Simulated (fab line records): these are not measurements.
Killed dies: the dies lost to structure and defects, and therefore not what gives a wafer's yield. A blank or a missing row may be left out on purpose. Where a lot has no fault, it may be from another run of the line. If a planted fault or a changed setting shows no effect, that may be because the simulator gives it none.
One fault seen from 2 desks || flow sky130 || each desk holds nothing but its own numbers, with what lay behind them at the end

METROLOGY DESK
What the gauges read, lot by lot, whatever tool the lot ran on: means of the sampled wafers that have a number. If a lot's mean is further than 4 standard deviations from the usual mean, the lot is out of limits and carries the mark OUT (the distance appears in the brackets).
Columns: A = LDD_HVP_TW at SKY_LDD_HVP_TW_MEAS_10, usual 452.8; B = LDD_LDN_OVL at SKY_LDD_LDN_OVL_MEAS_07, usual 0.0 nm
{"lot": "L506", "first seen here": "day 22 21:34", "A": 452.1, "B": -2.1}
{"lot": "L511", "first seen here": "day 24 17:03", "A": 450.0, "B": 1.7}
{"lot": "L515", "first seen here": "day 25 22:10", "A": 450.5, "B": -2.0}
{"lot": "L516", "first seen here": "day 26 05:35", "A": 454.2, "B": 0.8}
{"lot": "L523", "first seen here": "day 28 14:28", "A": 453.4, "B": 1.0}
{"lot": "L526", "first seen here": "day 29 08:50", "A": 453.3, "B": -0.0}
This desk's finding: nothing out of limits on any of the 6 lots.

FOR THE TOOL OWNER'S DESK: implanter-04
The tool's own readings at SKY_LDD_LDN_IMPLANT_09, given as means over the sampled wafers that have a number, one for each lot that went through this tool. If a lot's mean is further than 4 standard deviations from the usual mean, the lot is out of limits and carries the mark OUT (the distance appears in the brackets).
Columns: A = dose ions cm2 at SKY_LDD_LDN_IMPLANT_09, usual 1.25e+13; B = faraday current uA at SKY_LDD_LDN_IMPLANT_09, usual 70.6
{"lot": "L511", "first seen here": "day 25 22:14", "A": 1.25e+13, "B": 70.2}
{"lot": "L515", "first seen here": "day 27 03:08", "A": "9.28e+12 (-99 or more) OUT", "B": "53.1 (-13) OUT"}
{"lot": "L516", "first seen here": "day 27 11:17", "A": "9.25e+12 (-99 or more) OUT", "B": "53.1 (-12) OUT"}
This desk finds L515, L516 out of limits, L515 being first, at day 27 03:08 (dose ions cm2 at SKY_LDD_LDN_IMPLANT_09). In limits: L511.

BROUGHT TOGETHER
An alarm could have come from the tool owner's desk at day 27 03:08, on L515, L516.
Nothing out of limits was seen by the metrology desk.
The metrology desk has L515, L516 on record, within its limits.
SKY_LDD_LDN_IMPLANT_09 was run on implanter-04 by each of the lots named.

WHAT THE SIMULATOR PUT IN
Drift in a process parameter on implanter-04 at SKY_LDD_LDN_IMPLANT_09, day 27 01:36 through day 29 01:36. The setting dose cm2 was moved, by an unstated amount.
Struck lots among those shown: L515, L516.
Hours from the fault's start to each desk's first reading out of limits: the tool owner's desk, 2.
